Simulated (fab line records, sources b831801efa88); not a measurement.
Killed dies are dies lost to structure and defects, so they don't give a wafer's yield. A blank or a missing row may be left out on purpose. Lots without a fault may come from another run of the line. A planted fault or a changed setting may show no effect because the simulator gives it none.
Tool commonality check | flow sky130 | 13 lots, 39 wafers sampled

WHY IT WAS OPENED
At SKY_LDD_N_OVL_MEAS_07 the reading LDD_N_OVL is flagged on 4 of 13 lots. Wafers without a fault read -0.1 nm, standard deviation 1.3.
Rule: a lot is flagged when every wafer of it that has a number lies more than 4 standard deviations from that mean, or none has a number. The other lots count as sound.

lot  | measured     | on         | LDD_N_OVL (nm), wafer by wafer | flag
L764 | day 17 14:00 | overlay-02 | -1.4 -1.1 -3.8                 |
L765 | day 17 18:58 | overlay-01 | -1.3 -0.3 0.0                  |
L767 | day 19 19:19 | overlay-02 | 0.4 0.4 -1.6                   |
L770 | day 20 23:11 | overlay-01 | -0.7 -1.3 -0.2                 |
L772 | day 21 18:48 | overlay-01 | -0.8 -0.8 0.9                  |
L776 | day 22 12:04 | overlay-01 | 0.3 -0.1 1.6                   |
L777 | day 23 07:35 | overlay-02 | 55.6 53.0 56.6                 | FLAGGED
L779 | day 23 22:02 | overlay-01 | 52.9 52.4 50.4                 | FLAGGED
L780 | day 24 04:12 | overlay-02 | 53.7 53.1 54.7                 | FLAGGED
L781 | day 24 05:28 | overlay-02 | 55.0 54.1 52.9                 | FLAGGED
L783 | day 24 22:56 | overlay-02 | 1.4 1.5 0.8                    |
L784 | day 25 08:08 | overlay-02 | 0.3 0.0 0.7                    |
L787 | day 25 23:47 | overlay-01 | -0.3 -1.7 -0.8                 |
The numbers of the flagged lots are 53.7 nm on average: +53.8 nm against the usual, or +41 standard deviations.

WHICH TOOL RAN EACH LOT
The record holds 1 process step before the reading, out of a route of 708 steps. In each cell: the tool, then ch and the chambers that the sampled wafers went through, then the start.
lot  | flag    | SKY_LDD_N_EXPOSE_04
L764 |         | iline_stepper-01 ch 0, day 17 00:19
L765 |         | iline_stepper-01 ch 0, day 17 04:37
L767 |         | iline_stepper-01 ch 0, day 19 04:29
L770 |         | iline_stepper-01 ch 0, day 20 07:58
L772 |         | iline_stepper-02 ch 0, day 21 04:05
L776 |         | iline_stepper-02 ch 0, day 21 20:17
L777 | FLAGGED | iline_stepper-01 ch 0, day 22 17:01
L779 | FLAGGED | iline_stepper-01 ch 0, day 23 07:14
L780 | FLAGGED | iline_stepper-01 ch 0, day 23 12:55
L781 | FLAGGED | iline_stepper-01 ch 0, day 23 14:40
L783 |         | iline_stepper-02 ch 0, day 24 08:28
L784 |         | iline_stepper-02 ch 0, day 24 17:28
L787 |         | iline_stepper-02 ch 0, day 25 10:22
What these steps do:
- SKY_LDD_N_EXPOSE_04: exposes mask NTM, target cd 840 nm.
- SKY_LDD_N_OVL_MEAS_07

FLAGGED OVER TOTAL, TOOL BY TOOL (the gauges that took the reading come last)
step                  | tool             | lots run | flagged | share of the flagged lots | sound lots run after its first flagged lot
SKY_LDD_N_EXPOSE_04   | iline_stepper-01 | 8        | 4       | all                       | 0
SKY_LDD_N_EXPOSE_04   | iline_stepper-02 | 5        | 0       | none                      | -
SKY_LDD_N_OVL_MEAS_07 | overlay-01       | 6        | 1       | some                      | 1 (L787)
SKY_LDD_N_OVL_MEAS_07 | overlay-02       | 7        | 3       | some                      | 2 (L783,L784)

WHAT THE TABLE ALLOWS
1 row of the table ran every flagged lot: iline_stepper-01 at SKY_LDD_N_EXPOSE_04.
- iline_stepper-01 at SKY_LDD_N_EXPOSE_04: 4 of its 8 lots flagged. Its last sound lot is L770 (day 20 07:58), its first flagged lot L777 (day 22 17:01): a fault that began between those two fits.
One tool is left: iline_stepper-01 at SKY_LDD_N_EXPOSE_04.

WHAT THE SIMULATOR HAD PUT IN
Scanner matching overlay: iline_stepper-01, from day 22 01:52 on, at SKY_LDD_N_EXPOSE_04. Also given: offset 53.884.
Lots struck among those shown: L777, L779, L780, L781. The rule above found the same.
